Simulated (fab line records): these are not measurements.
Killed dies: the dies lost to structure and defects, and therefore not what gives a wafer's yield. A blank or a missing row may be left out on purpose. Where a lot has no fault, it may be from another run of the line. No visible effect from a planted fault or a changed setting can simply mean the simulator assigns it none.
Chamber matching + flow sky130 + cmp-01 running SKY_LI_CONTACT_CMP_02: 4 sister chambers
The step polishes PSG. 8 wafers are shown with their chamber, then 7 later ones without.

## EACH WAFER AND ITS CHAMBER
| wafer  | chamber | motor-current-A (A) | time-to-endpoint-s (s) |
|--------|---------|---------------------|------------------------|
| L293.5 | 3       | 11.7                | 31                     |
| L293.6 | 2       | 10.8                | 24                     |
| L298.3 | 2       | 10.0                | 32                     |
| L297.1 | 3       | 11.6                | 32                     |
| L297.3 | 0       | 11.3                | 30                     |
| L297.4 | 1       | 15.3                | 32                     |
| L309.1 | 0       | 11.3                | 31                     |
| L309.2 | 1       | 15.1                | 32                     |

## WAFERS WITH NO CHAMBER GIVEN
| wafer  | motor-current-A (A) | time-to-endpoint-s (s) |
|--------|---------------------|------------------------|
| L309.5 | 11.6                | 26                     |
| L308.1 | 11.2                | 33                     |
| L308.4 | 10.8                | 30                     |
| L308.6 | 11.9                | 30                     |
| L314.2 | 15.4                | 35                     |
| L314.3 | 10.5                | 29                     |
| L314.5 | 11.8                | 35                     |

## CHAMBER TAKEN BY EACH
| wafer  | from the rows above          | in truth |
|--------|------------------------------|----------|
| L309.5 | can't be placed: 0 or 3      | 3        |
| L308.1 | can't be placed: 0 or 3      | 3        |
| L308.4 | can't be placed: 2 or 0 or 3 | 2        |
| L308.6 | can't be placed: 3 or 0      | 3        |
| L314.2 | 1                            | 1        |
| L314.3 | 2                            | 2        |
| L314.5 | can't be placed: 3 or 0      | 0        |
Correct placement for 2 of the 7. Cannot be placed on the basis of these rows: 5; the candidates contain the true chamber in 5. Number placed wrongly: 0.
How it was worked out, from the rows above alone: a wafer's distance from a chamber is the root of the sum, over the readings, of the square of ((its reading less the chamber's mean) divided by the reading's scatter). The wafer belongs to the nearest chamber; if the next one is less than 2 further off, it can't be placed. Each chamber's mean is taken over the wafers shown for it. The scatter: take each reading less its chamber's mean, square it, sum over the shown wafers, divide by the number of wafers less the number of chambers, and take the root.
